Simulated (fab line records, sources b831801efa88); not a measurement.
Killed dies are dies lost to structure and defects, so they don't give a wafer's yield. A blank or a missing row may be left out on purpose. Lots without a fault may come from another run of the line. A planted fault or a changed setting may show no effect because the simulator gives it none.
Chamber matching | flow sky130 | SKY_VIA3_ETCH_15 on rie_diel-04: 4 sister chambers
The step etches SiO2 in C4F8/O2/Ar, stops on TiN, target depth 507 nm, time 78 s. 16 wafers are shown with their chamber, then 8 later ones without.

WAFERS WITH THEIR CHAMBER
wafer  | chamber | oes_product_au (a.u.)
L074.1 | 0       | 0.944
L074.3 | 2       | 0.955
L074.5 | 1       | 0.951
L076.2 | 1       | 0.944
L076.3 | 2       | 0.947
L076.4 | 3       | 0.942
L084.3 | 1       | 0.943
L084.5 | 1       | 0.943
L084.6 | 0       | 0.949
L087.2 | 1       | 0.948
L087.3 | 0       | 0.946
L087.5 | 3       | 0.948
L089.2 | 1       | 0.946
L089.5 | 0       | 0.954
L089.6 | 1       | 0.944
L093.3 | 1       | 0.943

SIGNATURES (means of the wafers above)
reading        | chamber 0 | chamber 1 | chamber 2 | chamber 3 | scatter within a chamber
oes_product_au | 0.94825   | 0.94525   | 0.95100   | 0.94500   | 0.00372
Rule: a wafer's distance from a chamber is the root of the sum, over the readings, of the square of ((its reading less the chamber's mean) divided by the reading's scatter). The wafer belongs to the nearest chamber; if the next one is less than 2 further off, it can't be placed. The scatter: the root of (the sum of the squares of (reading less its chamber's mean) over the shown wafers, divided by (wafers less chambers)).

WAFERS WITHOUT THEIR CHAMBER
wafer  | oes_product_au (a.u.)
L093.4 | 0.940
L093.5 | 0.947
L094.1 | 0.944
L094.2 | 0.945
L094.6 | 0.946
L095.1 | 0.946
L095.2 | 0.951
L095.4 | 0.948

WHICH CHAMBER EACH WENT THROUGH
wafer  | from the rows above               | in truth
L093.4 | can't be placed: 3 or 1 or 0 or 2 | 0
L093.5 | can't be placed: 0 or 1 or 3 or 2 | 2
L094.1 | can't be placed: 3 or 1 or 0 or 2 | 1
L094.2 | can't be placed: 3 or 1 or 0 or 2 | 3
L094.6 | can't be placed: 1 or 3 or 0 or 2 | 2
L095.1 | can't be placed: 1 or 3 or 0 or 2 | 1
L095.2 | can't be placed: 2 or 0 or 1 or 3 | 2
L095.4 | can't be placed: 0 or 1 or 2 or 3 | 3
Placed correctly: 0 of 8. Can't be placed from these rows: 8 (the true chamber is among the candidates in 8). Placed wrongly: 0.
